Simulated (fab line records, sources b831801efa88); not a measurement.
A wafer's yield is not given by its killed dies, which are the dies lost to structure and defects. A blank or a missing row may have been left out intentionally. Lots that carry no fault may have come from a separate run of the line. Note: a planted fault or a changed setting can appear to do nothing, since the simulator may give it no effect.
What tool caused it? + flow gf180mcu + 12 lots, 34 wafers sampled, at 5 steps of a route of 602

WHAT THE GAUGES READ, wafer by wafer
GF_V4_BOW_MEAS_05.
| lot  | measured     | on            | V4_BOW (um) |
|------|--------------|---------------|-------------|
| L463 | day 23 04:07 | film-metro-03 | 156 149 150 |
| L464 | day 23 11:08 | film-metro-04 | 134 127 125 |
| L466 | day 24 05:31 | film-metro-04 | 150 138 140 |
| L469 | day 25 13:35 | film-metro-03 | 141 153 146 |
| L470 | day 26 02:44 | film-metro-04 | 137         |
| L479 | day 29 01:55 | film-metro-04 | 131 130 106 |
| L480 | day 29 04:09 | film-metro-03 | 152 150 137 |
| L481 | day 29 11:25 | film-metro-04 | 127 131 135 |
| L482 | day 29 18:31 | film-metro-04 | 111 132 117 |
| L484 | day 30 03:55 | film-metro-02 | 148 136 155 |
| L486 | day 30 09:49 | film-metro-04 | 116 134 127 |
| L485 | day 30 15:02 | film-metro-02 | 129 124 135 |

WHAT TOOL EACH LOT RAN ON (gives the tool, then ch and the chambers of the sampled wafers, and finally the start)
| lot  | GF_V3_ETCH_16                      | GF_M4_SPUTTER_03             | GF_M4_METAL_ETCH_16               | GF_M4_STRIP_17                       |
|------|------------------------------------|------------------------------|-----------------------------------|--------------------------------------|
| L463 | rie-diel-02 ch 2,3, day 22 01:57   | pvd-sputter-03, day 22 03:28 | rie-metal-02 ch 0,1, day 23 02:41 | plasma-asher-01 ch 0,1, day 23 02:49 |
| L464 | rie-diel-03 ch 1,2,3, day 22 09:57 | pvd-sputter-03, day 22 11:29 | rie-metal-04 ch 0,1, day 23 09:53 | plasma-asher-02 ch 0,1, day 23 10:01 |
| L466 | rie-diel-04 ch 1,3, day 23 02:59   | pvd-sputter-04, day 23 04:31 | rie-metal-03 ch 0, day 24 04:17   | plasma-asher-03 ch 1, day 24 04:25   |
| L469 | rie-diel-03 ch 0,1,3, day 24 13:27 | pvd-sputter-04, day 24 14:58 | rie-metal-03 ch 0,1, day 25 12:20 | plasma-asher-01 ch 0,1, day 25 12:28 |
| L470 | rie-diel-02 ch 3, day 25 02:27     | pvd-sputter-03, day 25 03:58 | rie-metal-03 ch 1, day 26 01:29   | plasma-asher-02 ch 1, day 26 01:37   |
| L479 | rie-diel-04 ch 0,1,3, day 28 04:03 | pvd-sputter-02, day 28 05:34 | rie-metal-04 ch 0,1, day 29 00:17 | plasma-asher-02 ch 0,1, day 29 00:25 |
| L480 | rie-diel-03 ch 0,1,2, day 28 05:48 | pvd-sputter-03, day 28 07:20 | rie-metal-04 ch 0,1, day 29 02:50 | plasma-asher-03 ch 0,1, day 29 02:58 |
| L481 | rie-diel-02 ch 1,2,3, day 28 13:48 | pvd-sputter-02, day 28 15:19 | rie-metal-04 ch 0,1, day 29 10:08 | plasma-asher-01 ch 0,1, day 29 10:16 |
| L482 | rie-diel-03 ch 0,1,3, day 28 20:11 | pvd-sputter-04, day 28 21:42 | rie-metal-03 ch 0,1, day 29 16:56 | plasma-asher-02 ch 0,1, day 29 17:03 |
| L484 | rie-diel-04 ch 0,1,3, day 29 05:50 | pvd-sputter-04, day 29 07:26 | rie-metal-03 ch 1, day 30 02:35   | plasma-asher-01 ch 0,1, day 30 02:48 |
| L486 | rie-diel-04 ch 0,2,3, day 29 12:10 | pvd-sputter-03, day 29 13:41 | rie-metal-04 ch 0, day 30 08:28   | plasma-asher-03 ch 0,1, day 30 08:41 |
| L485 | rie-diel-02 ch 1,2,3, day 29 18:31 | pvd-sputter-03, day 29 20:02 | rie-metal-02 ch 0,1, day 30 13:44 | plasma-asher-01 ch 0,1, day 30 13:51 |
- GF_V3_ETCH_16: etches BARC in N2/H2.
- GF_M4_SPUTTER_03: material Ti, target thk 10 nm, time 6.7 s.
- GF_M4_METAL_ETCH_16: etches the open film in Cl2/BCl3, stops on SiO2, target depth 750.8 nm, time 125.1 s.
- GF_M4_STRIP_17: strips in O2/N2.

WHAT THE TOOLS THEMSELVES READ (means of the sampled wafers that have a number; where no wafer has one, the mark that the record gives instead)
GF_V3_ETCH_16.
| lot  | tool        | bias-w (W) | drypump-motor-current-A (A) | oes-product-au (a.u.) | throttle-valve-pct (%) |
|------|-------------|------------|-----------------------------|-----------------------|------------------------|
| L463 | rie-diel-02 | 99.97      | 5.2                         | 0.853                 | 13.221                 |
| L464 | rie-diel-03 | 99.97      | 5.5                         | 0.853                 | 13.215                 |
| L466 | rie-diel-04 | 100.12     | 5.3                         | 0.850                 | 13.229                 |
| L469 | rie-diel-03 | 99.81      | 5.3                         | 0.858                 | 13.222                 |
| L470 | rie-diel-02 | 99.54      | 5.4                         | 0.857                 | 13.229                 |
| L479 | rie-diel-04 | 99.97      | 5.6                         | 0.849                 | 13.220                 |
| L480 | rie-diel-03 | 100.19     | 5.4                         | 0.853                 | 13.222                 |
| L481 | rie-diel-02 | 100.14     | 5.3                         | 0.853                 | 13.221                 |
| L482 | rie-diel-03 | 99.85      | 5.3                         | 0.852                 | 13.219                 |
| L484 | rie-diel-04 | 100.16     | 5.6                         | 0.851                 | 13.222                 |
| L486 | rie-diel-04 | 99.98      | 5.7                         | 0.854                 | 13.230                 |
| L485 | rie-diel-02 | 99.99      | 5.2                         | 0.850                 | 13.224                 |

GF_M4_SPUTTER_03.
| lot  | tool           | throttle-valve-pct (%) |
|------|----------------|------------------------|
| L463 | pvd-sputter-03 | 29.6                   |
| L464 | pvd-sputter-03 | 29.1                   |
| L466 | pvd-sputter-04 | 30.9                   |
| L469 | pvd-sputter-04 | 31.0                   |
| L470 | pvd-sputter-03 | 30.8                   |
| L479 | pvd-sputter-02 | 30.0                   |
| L480 | pvd-sputter-03 | 28.9                   |
| L481 | pvd-sputter-02 | 30.2                   |
| L482 | pvd-sputter-04 | 30.9                   |
| L484 | pvd-sputter-04 | 30.0                   |
| L486 | pvd-sputter-03 | 29.7                   |
| L485 | pvd-sputter-03 | 29.5                   |

GF_M4_METAL_ETCH_16.
| lot  | tool         | bias-w (W) | drypump-motor-current-A (A) | oes-product-au (a.u.) | throttle-valve-pct (%) |
|------|--------------|------------|-----------------------------|-----------------------|------------------------|
| L463 | rie-metal-02 | 140.0      | 5.1                         | 0.986                 | 28.235                 |
| L464 | rie-metal-04 | 139.8      | 5.5                         | 0.991                 | 28.228                 |
| L466 | rie-metal-03 | 140.0      | 5.8                         | 0.989                 | 28.227                 |
| L469 | rie-metal-03 | 186.3      | 5.8                         | 0.992                 | 28.233                 |
| L470 | rie-metal-03 | 208.8      | 5.8                         | 0.991                 | 28.224                 |
| L479 | rie-metal-04 | 139.7      | 5.2                         | 0.984                 | 28.233                 |
| L480 | rie-metal-04 | 140.1      | 5.2                         | 0.986                 | 28.234                 |
| L481 | rie-metal-04 | 140.0      | 5.2                         | 0.981                 | 28.231                 |
| L482 | rie-metal-03 | 139.6      | 5.8                         | 0.988                 | 28.233                 |
| L484 | rie-metal-03 | 140.2      | 5.8                         | 0.983                 | 28.244                 |
| L486 | rie-metal-04 | 140.3      | 5.9                         | 0.986                 | 28.228                 |
| L485 | rie-metal-02 | 140.3      | 5.3                         | 0.990                 | 28.237                 |

GF_M4_STRIP_17.
| lot  | tool            | drypump-motor-current-A (A) | heater-power-w (W) | oes-product-au (a.u.) | platen-temp-c (C) | strip-time-to-endpoint-s (s) |
|------|-----------------|-----------------------------|--------------------|-----------------------|-------------------|------------------------------|
| L463 | plasma-asher-01 | 5.90                        | 336                | 0.538                 | 249.99            | 7.38                         |
| L464 | plasma-asher-02 | 6.27                        | 379                | 0.538                 | 249.74            | 7.34                         |
| L466 | plasma-asher-03 | 6.44                        | 277                | 0.537                 | 249.84            | 7.39                         |
| L469 | plasma-asher-01 | 5.82                        | 356                | 0.532                 | 249.98            | 7.19                         |
| L470 | plasma-asher-02 | 6.34                        | 388                | 0.518                 | 250.10            | 7.08                         |
| L479 | plasma-asher-02 | 6.27                        | 374                | 0.538                 | 250.04            | 7.38                         |
| L480 | plasma-asher-03 | 6.22                        | 317                | 0.541                 | 250.01            | 7.44                         |
| L481 | plasma-asher-01 | 5.81                        | 355                | 0.542                 | 249.90            | 7.43                         |
| L482 | plasma-asher-02 | 6.26                        | 376                | 0.539                 | 249.96            | 7.36                         |
| L484 | plasma-asher-01 | 5.83                        | 356                | 0.542                 | 250.09            | 7.49                         |
| L486 | plasma-asher-03 | 6.20                        | 318                | 0.538                 | 249.99            | 7.39                         |
| L485 | plasma-asher-01 | 5.84                        | 361                | 0.540                 | 250.12            | 7.39                         |

THE ANSWER, worked out from the rows above alone
Rule: the usual values come from the lots themselves. The widest of any qualifying gaps counts: lots, ordered by their means at a reading, are off when they make up no more than a third of the lots, leave a main group of 4 or more, and stand apart from it by 3 or more times the standard deviation of that group's means. If all means in a main group match to the digits the tables above print for the reading, that group is not used. Also off: a lot with no number at a reading for which 4 or more lots have one. The other lots that the step has rows for count as sound. First the gauges in route order, then the tools' own readings, where a lot's mean is used as printed above. The first step at which some lot is off is used, and at that step the reading that is off furthest; a lot without a number counts as furthest.
Off: L469, L470, at GF_M4_METAL_ETCH_16 (bias-w). The main group has a mean of 140.0 W with a standard deviation of 0.23.
If a tool, at that step or one of the process steps before it, ran each lot that is off and ran no sound lot following the first of them, it fits. Not one of the candidates tried fits.

WHAT HAD BEEN PUT IN BY THE SIMULATOR
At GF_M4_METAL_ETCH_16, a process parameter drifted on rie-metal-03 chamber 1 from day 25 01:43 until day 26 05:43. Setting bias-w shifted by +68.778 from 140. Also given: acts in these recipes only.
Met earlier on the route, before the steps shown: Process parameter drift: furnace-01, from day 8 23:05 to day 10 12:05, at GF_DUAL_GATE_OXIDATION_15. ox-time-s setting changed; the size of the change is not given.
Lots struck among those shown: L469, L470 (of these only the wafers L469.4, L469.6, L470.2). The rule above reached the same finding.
